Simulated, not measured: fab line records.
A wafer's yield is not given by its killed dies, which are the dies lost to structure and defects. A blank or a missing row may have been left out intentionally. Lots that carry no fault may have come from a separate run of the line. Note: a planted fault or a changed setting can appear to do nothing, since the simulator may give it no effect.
Tool commonality check / flow sky130 / 13 lots, 39 wafers sampled

== WHY THIS WAS OPENED ==
SKY_PWDE_TW_MEAS_10, reading PWDE_TW: flagged on 1 of 13 lots. Fault-free wafers read 374.5, with a standard deviation of 2.1.
Rule: a lot is flagged when every wafer of it that has a number lies more than 4 standard deviations from that mean, or none has a number. The rest of the lots are taken to be sound.

lot=L401; measured=day 3 20:52; on=film_metro-02; PWDE_TW, wafer by wafer=374.9 375.2 374.4; flag=
lot=L402; measured=day 4 01:26; on=film_metro-01; PWDE_TW, wafer by wafer=374.2 373.6 371.9; flag=
lot=L403; measured=day 4 09:29; on=film_metro-02; PWDE_TW, wafer by wafer=374.7 374.0 374.0; flag=
lot=L405; measured=day 4 18:43; on=film_metro-02; PWDE_TW, wafer by wafer=375.6 374.0 373.7; flag=
lot=L406; measured=day 4 23:50; on=film_metro-03; PWDE_TW, wafer by wafer=379.2 377.3 378.7; flag=
lot=L408; measured=day 5 14:23; on=film_metro-02; PWDE_TW, wafer by wafer=29.9 30.0 29.8; flag=FLAGGED
lot=L409; measured=day 6 04:18; on=film_metro-03; PWDE_TW, wafer by wafer=376.4 376.3 377.1; flag=
lot=L416; measured=day 7 11:02; on=film_metro-01; PWDE_TW, wafer by wafer=371.6 371.9 372.8; flag=
lot=L417; measured=day 7 15:46; on=film_metro-03; PWDE_TW, wafer by wafer=375.4 375.4 372.7; flag=
lot=L418; measured=day 7 18:39; on=film_metro-02; PWDE_TW, wafer by wafer=369.4 374.7 372.2; flag=
lot=L420; measured=day 8 09:58; on=film_metro-03; PWDE_TW, wafer by wafer=377.3 376.8 374.6; flag=
lot=L423; measured=day 9 05:22; on=film_metro-01; PWDE_TW, wafer by wafer=373.9 372.9 373.3; flag=
lot=L424; measured=day 9 12:04; on=film_metro-03; PWDE_TW, wafer by wafer=377.4 376.4 377.3; flag=
On average the flagged lots read 29.9, which is -344.6 against the usual, or -99 or more standard deviations.

== EACH LOT AND THE TOOL IT RAN ON ==
Before the reading, the record contains 2 process steps out of a 708-step route. Each cell gives the tool, then ch followed by the chambers the sampled wafers passed through, then the start.
lot=L401; flag=; SKY_FIELD_ISO_ETCH_15=rie_diel-02 ch 0,1, day 2 05:57; SKY_PWDE_EXPOSE_04=iline_stepper-02 ch 0, day 3 12:26
lot=L402; flag=; SKY_FIELD_ISO_ETCH_15=rie_diel-04 ch 0,1,2, day 2 09:21; SKY_PWDE_EXPOSE_04=iline_stepper-02 ch 0, day 3 16:56
lot=L403; flag=; SKY_FIELD_ISO_ETCH_15=rie_diel-01 ch 1,3, day 2 14:46; SKY_PWDE_EXPOSE_04=iline_stepper-02 ch 0, day 4 00:47
lot=L405; flag=; SKY_FIELD_ISO_ETCH_15=rie_diel-01 ch 0,1,2, day 3 01:48; SKY_PWDE_EXPOSE_04=iline_stepper-02 ch 0, day 4 11:20
lot=L406; flag=; SKY_FIELD_ISO_ETCH_15=rie_diel-02 ch 0,2,3, day 3 07:49; SKY_PWDE_EXPOSE_04=iline_stepper-02 ch 0, day 4 15:35
lot=L408; flag=FLAGGED; SKY_FIELD_ISO_ETCH_15=rie_diel-01 ch 0,2, day 3 17:40; SKY_PWDE_EXPOSE_04=iline_stepper-02 ch 0, day 5 05:56
lot=L409; flag=; SKY_FIELD_ISO_ETCH_15=rie_diel-04 ch 0,1, day 3 23:06; SKY_PWDE_EXPOSE_04=iline_stepper-01 ch 0, day 5 19:08
lot=L416; flag=; SKY_FIELD_ISO_ETCH_15=rie_diel-01 ch 0,2,3, day 5 12:22; SKY_PWDE_EXPOSE_04=iline_stepper-02 ch 0, day 7 01:10
lot=L417; flag=; SKY_FIELD_ISO_ETCH_15=rie_diel-04 ch 0,1,3, day 5 17:19; SKY_PWDE_EXPOSE_04=iline_stepper-02 ch 0, day 7 06:04
lot=L418; flag=; SKY_FIELD_ISO_ETCH_15=rie_diel-01 ch 2,3, day 5 21:49; SKY_PWDE_EXPOSE_04=iline_stepper-01 ch 0, day 7 08:20
lot=L420; flag=; SKY_FIELD_ISO_ETCH_15=rie_diel-01 ch 1,2, day 6 09:39; SKY_PWDE_EXPOSE_04=iline_stepper-01 ch 0, day 8 00:04
lot=L423; flag=; SKY_FIELD_ISO_ETCH_15=rie_diel-04 ch 2,3, day 7 02:15; SKY_PWDE_EXPOSE_04=iline_stepper-02 ch 0, day 8 18:01
lot=L424; flag=; SKY_FIELD_ISO_ETCH_15=rie_diel-04 ch 1,2,3, day 7 04:59; SKY_PWDE_EXPOSE_04=iline_stepper-02 ch 0, day 9 01:23
What is done by these steps:
- SKY_FIELD_ISO_ETCH_15: etches the open film in CHF3/O2, stops on Si, target depth 180 nm, time 72 s.
- SKY_PWDE_EXPOSE_04: exposes mask PWDEM, target cd 840 nm.
- SKY_PWDE_TW_MEAS_10

== FLAGGED AGAINST TOTAL, ONE TOOL AT A TIME (gauges that did the reading follow at the end) ==
step=SKY_FIELD_ISO_ETCH_15; tool=rie_diel-01; lots run=6; flagged=1; share of the flagged lots=all; sound lots run after its first flagged lot=3 (L416,L418,L420)
step=SKY_FIELD_ISO_ETCH_15; tool=rie_diel-02; lots run=2; flagged=0; share of the flagged lots=none; sound lots run after its first flagged lot=-
step=SKY_FIELD_ISO_ETCH_15; tool=rie_diel-04; lots run=5; flagged=0; share of the flagged lots=none; sound lots run after its first flagged lot=-
step=SKY_PWDE_EXPOSE_04; tool=iline_stepper-01; lots run=3; flagged=0; share of the flagged lots=none; sound lots run after its first flagged lot=-
step=SKY_PWDE_EXPOSE_04; tool=iline_stepper-02; lots run=10; flagged=1; share of the flagged lots=all; sound lots run after its first flagged lot=4 (L416,L417,L423,L424)
step=SKY_PWDE_TW_MEAS_10; tool=film_metro-01; lots run=3; flagged=0; share of the flagged lots=none; sound lots run after its first flagged lot=-
step=SKY_PWDE_TW_MEAS_10; tool=film_metro-02; lots run=5; flagged=1; share of the flagged lots=all; sound lots run after its first flagged lot=1 (L418)
step=SKY_PWDE_TW_MEAS_10; tool=film_metro-03; lots run=5; flagged=0; share of the flagged lots=none; sound lots run after its first flagged lot=-

== THE TABLE: WHAT IT ALLOWS ==
rie_diel-01 at SKY_FIELD_ISO_ETCH_15, iline_stepper-02 at SKY_PWDE_EXPOSE_04 and film_metro-02 at SKY_PWDE_TW_MEAS_10: these 3 rows of the table ran every flagged lot.
- rie_diel-01 at SKY_FIELD_ISO_ETCH_15 ran 6 lots, 1 of them flagged. Sound lots followed the first flagged one (L416, L418, L420) on it, something a lasting fault affecting the whole tool could not allow.
- iline_stepper-02 at SKY_PWDE_EXPOSE_04 ran 10 lots, 1 of them flagged. Sound lots followed the first flagged one (L416, L417, L423, L424) on it, something a lasting fault affecting the whole tool could not allow.
- film_metro-02 at SKY_PWDE_TW_MEAS_10 ran 5 lots, 1 of them flagged. Sound lots followed the first flagged one (L418) on it, something a lasting fault affecting the whole tool could not allow.
Not one row of the table ran every flagged lot while running no sound lot after the first.

== WHAT THE SIMULATOR HAD PUT IN ==
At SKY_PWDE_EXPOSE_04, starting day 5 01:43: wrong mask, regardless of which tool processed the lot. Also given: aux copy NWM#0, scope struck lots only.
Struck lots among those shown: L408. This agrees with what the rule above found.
